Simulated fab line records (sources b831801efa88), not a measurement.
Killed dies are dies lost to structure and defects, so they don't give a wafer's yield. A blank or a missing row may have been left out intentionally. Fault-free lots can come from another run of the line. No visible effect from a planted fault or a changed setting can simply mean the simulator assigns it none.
fab line records + flow sky130
record
- lots=7
- wafers=21
- lastDay=49
route steps=708 shown LDD_N@240
lots that met no fault: taken from a fault-free run of the same line
startH: the number of hours between the record's first day and the start of the first shown wafer of the lot + waitH: hours since the lot's step before + " as in the row above + L1.1+2: several wafers, shown together as one row + - no value present, or no start provided + * or withheld: withheld + < > ~ a bound
route shown NAME@n: names a module that has steps shown in the file, with the first one's number in the route + usual: mean/standard deviation of fault-free wafers + same: alike in all rows + chamber/n: place in a boat + sites: per-site readings + _std_site: their standard deviation + _edge_site: the outer-site mean with the inner-site mean subtracted + radiusMm: how far each site lies from the wafer's centre + mask NAME#n: copy n + behind: the last tool/chamber to shape the wafer + hold: reason for holding the lot/hours on hold/outcome of the hold + device: whichever transistor did not switch (one of n, p or np) + end of line: at the end of the route, the tests of the same wafers + where a step has no rows: the recipe by itself + killed: the dies lost at the first sort to structure and to defects; this is not the yield of the wafer + map: a wafer's dies, marking killed ones x, the rest . and places with no die _
set.NAME: setting as actually run; set.NAME@STEP: the setting as run at that earlier step + model.NAME: the simulator's own value behind a step, which no gauge read
lots at some steps of the route; a table a step, a row a wafer
services: a tool's chamber out of use, with start hour (startH, from the record's first day; less than 0 if before it), hours out, and reason
## steps
# step SKY_LDD_N_SOFTBAKE_03
# recipe
- tempC=90
- timeS=60
- resist=NOVOLAK
# step SKY_LDD_N_EXPOSE_04
# recipe
- maskId=NTM
- targetCdNm=840
- na=0.6
- sourceShape=conventional
- sigmaOuter=0.6
- doseMj=110
# step SKY_LDD_N_PEB_05
# recipe
- tempC=withheld
- timeS=*
- resist=NOVOLAK
# step SKY_LDD_N_DEVELOP_06
# recipe
- developTimeS=60
- devTempC=23
# step SKY_LDD_N_OVL_MEAS_07
# usual
- LDD_N_OVL=-1.6/1.6
| lot.wafer | tool       | chamber | startH | waitH | LDD_N_OVL[nm] |
|-----------|------------|---------|--------|-------|---------------|
| L137.1    | overlay-02 | -       | 469.51 | 0.1   | -1.5          |
| L137.4    | "          | -       | "      | "     | -1.9          |
| L137.5    | "          | -       | "      | "     | -2.4          |
| L143.1    | overlay-01 | -       | 513.66 | 0.1   | -2.6          |
| L143.4    | "          | -       | "      | "     | -0.1          |
| L143.5    | "          | -       | "      | "     | -1.9          |
| L144.1    | overlay-01 | -       | 524.85 | 0.1   | -3.1          |
| L144.5    | "          | -       | "      | "     | -1.7          |
| L144.6    | "          | -       | "      | "     | -2.1          |
| L146.1    | overlay-01 | -       | 533.23 | 0.1   | -3.0          |
| L146.3    | "          | -       | "      | "     | -3.0          |
| L146.4    | "          | -       | "      | "     | -2.4          |
| L147.3    | overlay-01 | -       | 534.99 | 0.1   | 0.1           |
| L147.4    | "          | -       | "      | "     | -0.7          |
| L147.5    | "          | -       | "      | "     | -1.6          |
| L148.1    | overlay-01 | -       | 548.86 | 0.1   | -1.5          |
| L148.3    | "          | -       | "      | "     | -0.1          |
| L148.6    | "          | -       | "      | "     | -1.4          |
| L151.1    | overlay-01 | -       | 570.51 | 0.1   | -4.3          |
| L151.2    | "          | -       | "      | "     | -5.5          |
| L151.6    | "          | -       | "      | "     | -4.3          |
# step SKY_LDD_N_IMPLANT_08
# recipe
- species=As
- energyKev=20
- doseCm2=7.5e+13
- tiltDeg=withheld
- rotationDeg=23
# step SKY_LDD_N_IMPLANT_09
# recipe
- species=As
- energyKev=20
- doseCm2=7.5e+13
- tiltDeg=withheld
- rotationDeg=113
# step SKY_LDD_N_IMPLANT_10
# recipe
- species=As
- energyKev=20
- doseCm2=7.5e+13
- tiltDeg=withheld
- rotationDeg=203
# step SKY_LDD_N_IMPLANT_11
# recipe
- species=As
- energyKev=20
- doseCm2=7.5e+13
- tiltDeg=withheld
- rotationDeg=293
# step SKY_LDD_N_IMPLANT_12
# recipe
- species=BF2
- energyKev=50
- doseCm2=5e+12
- tiltDeg=30
- rotationDeg=0
# step SKY_LDD_N_IMPLANT_13
# recipe
- species=BF2
- energyKev=50
- doseCm2=5e+12
- tiltDeg=30
- rotationDeg=90
# step SKY_LDD_N_IMPLANT_14
# recipe
- species=BF2
- energyKev=50
- doseCm2=5e+12
- tiltDeg=30
- rotationDeg=180
# step SKY_LDD_N_IMPLANT_15
# recipe
- species=BF2
- energyKev=50
- doseCm2=5e+12
- tiltDeg=30
- rotationDeg=270
# usual
- beamEnergyKeV=49.996/0.016
- beamOnS=9.98/0.2
- doseIonsCm2=5.001e+12/5.3e+09
| lot.wafer | tool         | chamber | startH | waitH | beamEnergyKeV | beamOnS | doseIonsCm2 |
|-----------|--------------|---------|--------|-------|---------------|---------|-------------|
| L137.1    | implanter-03 | 0       | 470.60 | 0.1   | 49.990        | 10.20   | 4.995e+12   |
| L137.4    | "            | 0       | "      | "     | 49.994        | 10.12   | 5.002e+12   |
| L137.5    | "            | 0       | "      | "     | 50.008        | 9.84    | 5.005e+12   |
| L143.1    | implanter-01 | 0       | 514.75 | 0.1   | 49.993        | 9.79    | 4.997e+12   |
| L143.4    | "            | 0       | "      | "     | 50.004        | 9.57    | 4.994e+12   |
| L143.5    | "            | 0       | "      | "     | 50.014        | 10.16   | 5.003e+12   |
| L144.1    | implanter-01 | -       | 525.94 | 0.1   | -             | -       | -           |
| L144.5    | "            | -       | "      | "     | -             | -       | -           |
| L144.6    | "            | -       | "      | "     | -             | -       | -           |
| L146.1    | implanter-03 | -       | 534.32 | 0.1   | -             | -       | -           |
| L146.3    | "            | -       | "      | "     | -             | -       | -           |
| L146.4    | "            | -       | "      | "     | -             | -       | -           |
| L147.3    | implanter-04 | -       | 536.12 | 0.1   | -             | -       | -           |
| L147.4    | "            | -       | "      | "     | -             | -       | -           |
| L147.5    | "            | -       | "      | "     | -             | -       | -           |
| L148.1    | implanter-03 | 0       | 549.95 | 0.1   | 49.973        | 9.83    | 5.002e+12   |
| L148.3    | "            | 0       | "      | "     | 49.983        | 9.64    | 5e+12       |
| L148.6    | "            | 0       | "      | "     | 49.941        | 10.16   | 4.995e+12   |
| L151.1    | implanter-03 | 0       | 572.04 | 0.1   | 49.977        | 9.85    | 5.008e+12   |
| L151.2    | "            | 0       | "      | "     | 50.010        | 9.64    | 5.006e+12   |
| L151.6    | "            | 0       | "      | "     | 49.989        | 10.16   | 5.003e+12   |
# step SKY_LDD_N_STRIP_16
# recipe
- chemistry=O2/N2
- powerW=1400
- pressureMtorr=1500
- platenTempC=withheld
- o2FlowSccm=3000
- n2FlowSccm=300
- overashFraction=0.5
# usual
- chamberPressureMTorr=1500.1/1.4
- drypumpMotorCurrentA=5.8/0.44
- oesProductAu=0.407/0.0046
- stripTimeToEndpointS=4.315/0.015
| lot.wafer | tool           | chamber | startH | waitH | chamberPressureMTorr | drypumpMotorCurrentA | oesProductAu | rfHoursCounterH | stripTimeToEndpointS |
|-----------|----------------|---------|--------|-------|----------------------|----------------------|--------------|-----------------|----------------------|
| L137.1    | plasmaAsher-02 | 0       | 470.75 | 0.1   | 1498.8               | 5.9                  | 0.402        | 78              | 4.305                |
| L137.4    | "              | 1       | "      | "     | 1500.9               | 5.6                  | 0.405        | -               | 4.319                |
| L137.5    | "              | 1       | "      | "     | 1500.4               | 5.6                  | 0.408        | -               | 4.299                |
| L143.1    | plasmaAsher-02 | 1       | 514.90 | 0.1   | 1498.8               | 5.6                  | 0.402        | 84              | 4.299                |
| L143.4    | "              | 1       | "      | "     | 1499.0               | 5.6                  | 0.401        | -               | 4.313                |
| L143.5    | "              | 1       | "      | "     | 1500.1               | 5.6                  | 0.411        | -               | 4.321                |
| L144.1    | plasmaAsher-01 | 1       | 526.09 | 0.1   | 1499.0               | 6.3                  | 0.408        | 6               | 4.307                |
| L144.5    | "              | 1       | "      | "     | 1499.9               | 6.3                  | 0.414        | -               | 4.301                |
| L144.6    | "              | 0       | "      | "     | 1500.5               | 5.3                  | 0.406        | -               | 4.321                |
| L146.1    | plasmaAsher-01 | 0       | 534.47 | 0.1   | 1500.6               | 5.3                  | 0.401        | 7               | 4.307                |
| L146.3    | "              | 1       | "      | "     | 1501.6               | 6.3                  | 0.413        | -               | 4.310                |
| L146.4    | "              | 0       | "      | "     | 1501.1               | 5.3                  | 0.410        | -               | 4.311                |
| L147.3    | plasmaAsher-02 | 0       | 536.25 | 0.1   | 1499.7               | 5.8                  | 0.412        | -               | 4.306                |
| L147.4    | "              | 1       | "      | "     | 1501.2               | 5.6                  | 0.413        | -               | 4.322                |
| L147.5    | "              | 0       | "      | "     | 1499.7               | 5.9                  | 0.416        | -               | 4.305                |
| L148.1    | plasmaAsher-01 | 0       | 550.10 | 0.1   | 1501.0               | 5.3                  | 0.410        | 9               | 4.323                |
| L148.3    | "              | 1       | "      | "     | 1499.2               | 6.3                  | 0.411        | -               | 4.320                |
| L148.6    | "              | 0       | "      | "     | 1498.4               | 5.3                  | 0.406        | -               | 4.314                |
| L151.1    | plasmaAsher-04 | 0       | 572.19 | 0.1   | 1502.5               | 5.3                  | 0.406        | 43              | 4.320                |
| L151.2    | "              | 1       | "      | "     | 1500.3               | 6.7                  | 0.404        | 43              | 4.340                |
| L151.6    | "              | 0       | "      | "     | 1498.5               | 5.3                  | 0.411        | -               | 4.322                |
## services
| tool           | chamber | startH | hours | kind   |
|----------------|---------|--------|-------|--------|
| implanter-04   | -       | 451.58 | 1.4   | repair |
| plasmaAsher-01 | -       | 453.58 | 1.9   | repair |
| plasmaAsher-04 | -       | 479.01 | 18.1  | repair |
| plasmaAsher-01 | -       | 483.58 | 2.6   | repair |
| implanter-01   | -       | 526.52 | 0.7   | repair |
| implanter-03   | -       | 534.47 | 3.8   | pm     |
| plasmaAsher-01 | -       | 551.27 | 2.0   | repair |
| implanter-01   | -       | 561.96 | 22.0  | pm     |
| implanter-04   | -       | 567.32 | 5.9   | pm     |
## key
firstSign
- step=SKY_LDD_N_IMPLANT_15
- reading=toolRecord
- direction=missing
effect none on later readings
metAt SKY_LDD_N_IMPLANT_15
struckWafers L144.1,L144.5,L144.6,L146.1,L146.3,L146.4,L147.3,L147.4,L147.5
laterRowsLeftOut L144.1,L144.5,L144.6,L146.1,L146.3,L146.4,L147.3,L147.4,L147.5
sortLeftOut L144.1,L144.5,L144.6,L146.1,L146.3,L146.4,L147.3,L147.4,L147.5
testerLeftOut L144,L146,L147
onsetBetween 514.75 525.94
fault
- kind=skippedStepWhole
- tool=implanter-01,implanter-03,implanter-04
- chamber=-
- onsetH=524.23
- steps=SKY_LDD_N_IMPLANT_15
- scope=struckLotsOnly
# testerLeftOut: of these lots the tester's yield and bins aren't shown, on N5 and GAA mostly nor the transistor test; their killed dies are dies lost to structure and defects alone, not to doping, threshold or leakage, so they don't give the yield
# sortLeftOut: the simulated sort isn't trusted on such a fault, so these wafers' sort isn't shown, and their yield isn't known
# laterRowsLeftOut: the simulator's readings of these wafers behind a module that went badly wrong aren't trusted and aren't shown, but for the sort
